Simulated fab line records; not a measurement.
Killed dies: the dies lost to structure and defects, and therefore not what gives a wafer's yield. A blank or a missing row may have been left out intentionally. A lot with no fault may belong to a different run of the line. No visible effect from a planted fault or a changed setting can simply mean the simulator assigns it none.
Which tool is to blame? / flow gf180mcu / Sampling: 11 lots, 33 wafers, 5 of 602 route steps

== WHAT THE GAUGES READ, wafer by wafer ==
GF_CONTACT_OVL_MEAS_15.
lot=L183; measured=day 16 23:07; on=overlay-02; CONTACT_OVL (nm)=-9 6 -6
lot=L184; measured=day 17 15:53; on=overlay-01; CONTACT_OVL (nm)=-9 -9 -7
lot=L188; measured=day 19 01:01; on=overlay-02; CONTACT_OVL (nm)=-8 -4 -8
lot=L189; measured=day 19 11:32; on=overlay-01; CONTACT_OVL (nm)=0 -8 -8
lot=L192; measured=day 20 17:47; on=overlay-01; CONTACT_OVL (nm)=-14 -13 -12
lot=L193; measured=day 20 23:28; on=overlay-02; CONTACT_OVL (nm)=-4 -3 4
lot=L199; measured=day 22 22:07; on=overlay-01; CONTACT_OVL (nm)=-10 -7 -9
lot=L200; measured=day 23 07:58; on=overlay-02; CONTACT_OVL (nm)=3 2 -6
lot=L201; measured=day 23 13:11; on=overlay-01; CONTACT_OVL (nm)=-5 -14 -7
lot=L202; measured=day 23 21:19; on=overlay-02; CONTACT_OVL (nm)=-10 0 0
lot=L203; measured=day 24 02:04; on=overlay-01; CONTACT_OVL (nm)=-11 -6 -3

GF_M1_RS_MEAS_05: uses a four-point probe to measure.
lot=L183; measured=day 17 00:31; on=film-metro-01; M1_ALCU_RS (ohm/sq)=0.0694 0.0708 0.0699
lot=L184; measured=day 17 17:23; on=film-metro-02; M1_ALCU_RS (ohm/sq)=0.0696 0.0698 0.0709
lot=L188; measured=day 19 02:25; on=film-metro-04; M1_ALCU_RS (ohm/sq)=0.0699 0.0699 0.0695
lot=L189; measured=day 19 12:58; on=film-metro-02; M1_ALCU_RS (ohm/sq)=0.0699 0.0697 0.0707
lot=L192; measured=day 20 19:32; on=film-metro-04; M1_ALCU_RS (ohm/sq)=0.0691 0.0875 0.0702
lot=L193; measured=day 21 01:08; on=film-metro-04; M1_ALCU_RS (ohm/sq)=0.0688 0.0689 0.0689
lot=L199; measured=day 22 23:32; on=film-metro-04; M1_ALCU_RS (ohm/sq)=0.0696 0.0696 0.0697
lot=L200; measured=day 23 09:32; on=film-metro-02; M1_ALCU_RS (ohm/sq)=0.0703 0.0701 0.0705
lot=L201; measured=day 23 14:36; on=film-metro-04; M1_ALCU_RS (ohm/sq)=0.0703 0.0711 0.0708
lot=L202; measured=day 23 22:51; on=film-metro-02; M1_ALCU_RS (ohm/sq)=0.0695 0.0698 0.0691
lot=L203; measured=day 24 03:33; on=film-metro-04; M1_ALCU_RS (ohm/sq)=0.0693 0.0701 0.0695

GF_M1_THK_MEAS_06: measures by xrf.
lot=L183; measured=day 17 00:38; on=film-metro-01; M1_ALCU_THK (nm)=453 444 448
lot=L184; measured=day 17 17:30; on=film-metro-02; M1_ALCU_THK (nm)=453 451 443
lot=L188; measured=day 19 02:32; on=film-metro-04; M1_ALCU_THK (nm)=450 452 453
lot=L189; measured=day 19 13:04; on=film-metro-02; M1_ALCU_THK (nm)=450 452 443
lot=L192; measured=day 20 19:39; on=film-metro-04; M1_ALCU_THK (nm)=456 360 449
lot=L193; measured=day 21 01:16; on=film-metro-04; M1_ALCU_THK (nm)=461 457 460
lot=L199; measured=day 22 23:40; on=film-metro-04; M1_ALCU_THK (nm)=456 454 453
lot=L200; measured=day 23 09:39; on=film-metro-02; M1_ALCU_THK (nm)=447 448 446
lot=L201; measured=day 23 14:43; on=film-metro-04; M1_ALCU_THK (nm)=448 445 445
lot=L202; measured=day 23 22:58; on=film-metro-02; M1_ALCU_THK (nm)=454 451 454
lot=L203; measured=day 24 03:38; on=film-metro-04; M1_ALCU_THK (nm)=455 449 454

== WHAT TOOL EACH LOT RAN ON (gives the tool, then ch and the chambers of the sampled wafers, and finally the start) ==
lot=L183; GF_CONTACT_CMP_04=cmp-02 ch 1,2,3, day 16 00:35; GF_M1_SPUTTER_02=pvd-sputter-01, day 17 00:26
lot=L184; GF_CONTACT_CMP_04=cmp-02 ch 0,1,3, day 16 16:14; GF_M1_SPUTTER_02=pvd-sputter-03, day 17 17:17
lot=L188; GF_CONTACT_CMP_04=cmp-02 ch 1,2, day 18 01:07; GF_M1_SPUTTER_02=pvd-sputter-02, day 19 02:19
lot=L189; GF_CONTACT_CMP_04=cmp-01 ch 0,3, day 18 10:38; GF_M1_SPUTTER_02=pvd-sputter-01, day 19 12:50
lot=L192; GF_CONTACT_CMP_04=cmp-02 ch 0,1, day 19 16:54; GF_M1_SPUTTER_02=pvd-sputter-01, day 20 19:26
lot=L193; GF_CONTACT_CMP_04=cmp-02 ch 1,2,3, day 19 23:08; GF_M1_SPUTTER_02=pvd-sputter-03, day 21 01:03
lot=L199; GF_CONTACT_CMP_04=cmp-01 ch 0,1,3, day 21 22:23; GF_M1_SPUTTER_02=pvd-sputter-02, day 22 23:26
lot=L200; GF_CONTACT_CMP_04=cmp-01 ch 1,3, day 22 08:26; GF_M1_SPUTTER_02=pvd-sputter-02, day 23 09:26
lot=L201; GF_CONTACT_CMP_04=cmp-02 ch 0,1,2, day 22 13:25; GF_M1_SPUTTER_02=pvd-sputter-02, day 23 14:29
lot=L202; GF_CONTACT_CMP_04=cmp-01 ch 1,2,3, day 22 22:13; GF_M1_SPUTTER_02=pvd-sputter-01, day 23 22:44
lot=L203; GF_CONTACT_CMP_04=cmp-02 ch 0,3, day 23 02:53; GF_M1_SPUTTER_02=pvd-sputter-01, day 24 03:23
- GF_CONTACT_CMP_04: polishes SiO2.
- GF_M1_SPUTTER_02: material AlCu, target thk 450 nm, time 23.9 s.

== AS READ BY THE TOOLS THEMSELVES (means over the sampled wafers that have a number; for cases with no such wafer, the mark the record gives instead) ==
GF_CONTACT_CMP_04.
lot=L183; tool=cmp-02; motor-current-A (A)=11.8; time-to-endpoint-s (s)=111
lot=L184; tool=cmp-02; motor-current-A (A)=11.7; time-to-endpoint-s (s)=111
lot=L188; tool=cmp-02; motor-current-A (A)=12.9; time-to-endpoint-s (s)=112
lot=L189; tool=cmp-01; motor-current-A (A)=12.3; time-to-endpoint-s (s)=108
lot=L192; tool=cmp-02; motor-current-A (A)=11.2; time-to-endpoint-s (s)=106
lot=L193; tool=cmp-02; motor-current-A (A)=12.1; time-to-endpoint-s (s)=111
lot=L199; tool=cmp-01; motor-current-A (A)=11.4; time-to-endpoint-s (s)=102
lot=L200; tool=cmp-01; motor-current-A (A)=10.8; time-to-endpoint-s (s)=111
lot=L201; tool=cmp-02; motor-current-A (A)=11.3; time-to-endpoint-s (s)=111
lot=L202; tool=cmp-01; motor-current-A (A)=10.9; time-to-endpoint-s (s)=109
lot=L203; tool=cmp-02; motor-current-A (A)=11.2; time-to-endpoint-s (s)=111

GF_M1_SPUTTER_02.
lot=L183; tool=pvd-sputter-01; throttle-valve-pct (%)=30.1
lot=L184; tool=pvd-sputter-03; throttle-valve-pct (%)=29.3
lot=L188; tool=pvd-sputter-02; throttle-valve-pct (%)=30.1
lot=L189; tool=pvd-sputter-01; throttle-valve-pct (%)=28.5
lot=L192; tool=pvd-sputter-01; throttle-valve-pct (%)=29.0
lot=L193; tool=pvd-sputter-03; throttle-valve-pct (%)=31.1
lot=L199; tool=pvd-sputter-02; throttle-valve-pct (%)=30.0
lot=L200; tool=pvd-sputter-02; throttle-valve-pct (%)=30.0
lot=L201; tool=pvd-sputter-02; throttle-valve-pct (%)=30.4
lot=L202; tool=pvd-sputter-01; throttle-valve-pct (%)=29.7
lot=L203; tool=pvd-sputter-01; throttle-valve-pct (%)=30.9

== THE ANSWER, worked out from the rows above alone ==
Rule: usual is defined by the lots themselves. Put in order of their means at a reading, lots are off if they are a third of the lots or fewer, leave a main group of 4 or more, and stand apart from it by a gap of 3 or more times the standard deviation of the main group's means; of several such gaps the widest counts. The tables above print the reading to a certain number of digits; a main group whose means all agree to those digits is not used. Also off: a lot with no number at a reading for which 4 or more lots have one. Any other lot the step has rows for is counted as sound. After the gauges, taken in route order, come the tools' own readings; for these a lot's mean is taken, as printed above. The first step at which some lot is off is used, and at that step the reading that is off furthest; a lot without a number counts as furthest.
Off: at GF_M1_RS_MEAS_05 (M1_ALCU_RS), L192. Mean 0.0699 ohm/sq and standard deviation 0.00049 in the main group.
A tool fits if, at a process step before that reading, it ran every lot that is off, and no sound lot after the first of them. Gauges at GF_M1_RS_MEAS_05: tried the same way as those tools. None of those tried fits.

== WHAT THE SIMULATOR HAD PUT IN ==
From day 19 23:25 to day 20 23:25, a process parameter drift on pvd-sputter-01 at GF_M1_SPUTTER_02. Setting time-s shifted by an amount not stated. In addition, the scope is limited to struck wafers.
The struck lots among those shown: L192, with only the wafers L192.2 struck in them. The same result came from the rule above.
